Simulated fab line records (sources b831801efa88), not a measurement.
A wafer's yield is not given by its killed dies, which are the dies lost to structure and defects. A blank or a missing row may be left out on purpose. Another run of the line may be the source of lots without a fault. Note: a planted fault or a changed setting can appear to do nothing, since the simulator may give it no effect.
One fault seen from 2 desks    flow gf180mcu    each desk holds nothing but its own numbers, with what lay behind them at the end

METROLOGY DESK
What the gauges read for every lot (on any tool): the sampled wafers with a number, averaged. Any lot whose mean is over 4 standard deviations away from the usual mean is out of limits and marked OUT; that distance is given in the brackets.
Columns: A = MVPSD_TW at GF_MVPSD_TW_MEAS_11, usual 553.8; B = MVPSD_RS at GF_VT_IMPLANT_RS_MEAS_49, usual 1168.7 ohm/sq; C = PSD_OVL at GF_PSD_OVL_MEAS_08, usual -1.1 nm
lot   first seen here  A                 B                 C
L740  day 4 23:24      556.1             1169.6            -1.6
L741  day 5 04:04      554.1             1170.1            -0.4
L742  day 5 12:39      555.8             1170.2            -0.7
L743  day 5 15:58      553.6             1166.8            -1.1
L745  day 6 02:57      551.0             1168.2            -4.0
L746  day 6 08:43      551.8             1168.1            -1.2
L754  day 8 18:40      581.5 (+9.5) OUT  1021.3 (-55) OUT  -
L757  day 9 21:31      579.2 (+8.8) OUT  1022.0 (-54) OUT  -
L758  day 9 21:49      554.7             1172.6            0.1
L760  day 10 04:37     553.7             1169.4            -0.5
L761  day 10 12:32     546.6             1170.6            -0.1
L763  day 11 02:57     557.8             1164.8            -4.8
Finding of this desk: L754, L757 out of limits, first seen on L754 at day 8 18:40 (MVPSD_TW at GF_MVPSD_TW_MEAS_11). L740, L741, L742, L743, L745, L746, L758, L760, L761, L763: within limits.

FOR THE TOOL OWNER'S DESK: implanter-01
The tool's own readings at GF_MVPSD_IMPLANT_09: means of the sampled wafers that have a number, for each lot that ran on this tool. Any lot whose mean is over 4 standard deviations away from the usual mean is out of limits and marked OUT; that distance is given in the brackets.
Columns: A = dose ions cm2 at GF_MVPSD_IMPLANT_09, usual 5.001e+12; B = end station pressure torr at GF_MVPSD_IMPLANT_09, usual 5e-06 Torr; C = faraday current uA at GF_MVPSD_IMPLANT_09, usual 28.2
lot   first seen here  A                            B      C
L740  day 4 23:09      5.001e+12                    5e-06  27.8
L741  day 5 03:50      5.000e+12                    5e-06  28.0
L742  day 5 12:24      4.996e+12                    5e-06  28.1
L743  day 5 15:44      5.006e+12                    5e-06  28.5
L754  day 8 18:26      9.484e+12 (+99 or more) OUT  5e-06  53.5 (+44) OUT
L757  day 9 21:17      9.491e+12 (+99 or more) OUT  5e-06  54.0 (+44) OUT
This desk finds L754, L757 out of limits, L754 being first, at day 8 18:26 (dose ions cm2 at GF_MVPSD_IMPLANT_09). L740, L741, L742, L743: within limits.

BROUGHT TOGETHER
An alarm could have come from the tool owner's desk at day 8 18:26, on L754, L757.
An alarm was possible from the metrology desk at day 8 18:40, on L754, L757.
Every lot named ran GF_MVPSD_IMPLANT_09 on implanter-01.

WHAT HAD BEEN PUT IN BY THE SIMULATOR
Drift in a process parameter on implanter-01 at GF_MVPSD_IMPLANT_09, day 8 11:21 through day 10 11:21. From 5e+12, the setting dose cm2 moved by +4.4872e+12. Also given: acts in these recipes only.
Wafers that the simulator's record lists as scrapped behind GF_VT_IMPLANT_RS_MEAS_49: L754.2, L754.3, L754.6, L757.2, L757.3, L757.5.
Shown lots that were struck: L754, L757.
Counting hours from when the fault started, the first reading out of limits came at 7 for the tool owner's desk and at 7 for the metrology desk.
